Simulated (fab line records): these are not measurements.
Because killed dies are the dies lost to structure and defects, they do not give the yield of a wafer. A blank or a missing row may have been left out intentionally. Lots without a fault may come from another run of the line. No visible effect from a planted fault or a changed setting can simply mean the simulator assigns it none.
What tool caused it? | flow gf180mcu | Sampling: 7 lots, 21 wafers, 2 of 602 route steps

== WHAT THE GAUGES READ, wafer by wafer ==
GF_HV_LDD_RS_MEAS_53: the measuring method here is four-point-probe.
lot  | measured     | on            | HV_LDD_RS (ohm/sq)
L809 | day 14 09:14 | film-metro-01 | 418.9 418.4 417.9
L812 | day 15 16:04 | film-metro-04 | 419.5 420.2 418.7
L814 | day 16 07:23 | film-metro-03 | - - -
L820 | day 18 08:43 | film-metro-04 | 418.9 418.7 418.6
L822 | day 19 01:17 | film-metro-01 | 418.4 417.7 417.7
L824 | day 19 17:20 | film-metro-03 | 418.3 417.9 418.2
L826 | day 20 08:41 | film-metro-03 | 416.9 418.2 417.5

== EACH LOT AND THE TOOL THAT RAN IT (in order: tool; ch and the chambers of the sampled wafers; start) ==
lot  | GF_HV_LDD_RTA_52
L809 | rtp-anneal-01 ch 0, day 14 09:10
L812 | rtp-anneal-01 ch 0, day 15 16:00
L814 | rtp-anneal-02, day 16 07:19
L820 | rtp-anneal-01 ch 0, day 18 08:38
L822 | rtp-anneal-01 ch 0, day 19 01:13
L824 | rtp-anneal-01 ch 0, day 19 17:16
L826 | rtp-anneal-02 ch 0, day 20 08:37
- GF_HV_LDD_RTA_52: time 10 s.

== THE ANSWER, worked out from the rows above alone ==
Rule: the lots themselves supply what counts as usual. Put in order of their means at a reading, lots are off if they are a third of the lots or fewer, leave a main group of 4 or more, and stand apart from it by a gap of 3 or more times the standard deviation of the main group's means; of several such gaps the widest counts. A main group whose means are all the same, to the digits that the tables above print for the reading, isn't used. A lot without any number at a reading at which 4 lots or more have one is off too. Any other lot the step has rows for is counted as sound.
Off: L814, seen at GF_HV_LDD_RS_MEAS_53 (HV_LDD_RS). Without a number there: L814. The main group has a mean of 418.4 ohm/sq with a standard deviation of 0.62.
A tool fits if, at a process step before that reading, it ran every lot that is off, and no sound lot after the first of them. The gauges at GF_HV_LDD_RS_MEAS_53 are tried like those tools. Of those tried, none fits.

== WHAT THE SIMULATOR HAD PUT IN ==
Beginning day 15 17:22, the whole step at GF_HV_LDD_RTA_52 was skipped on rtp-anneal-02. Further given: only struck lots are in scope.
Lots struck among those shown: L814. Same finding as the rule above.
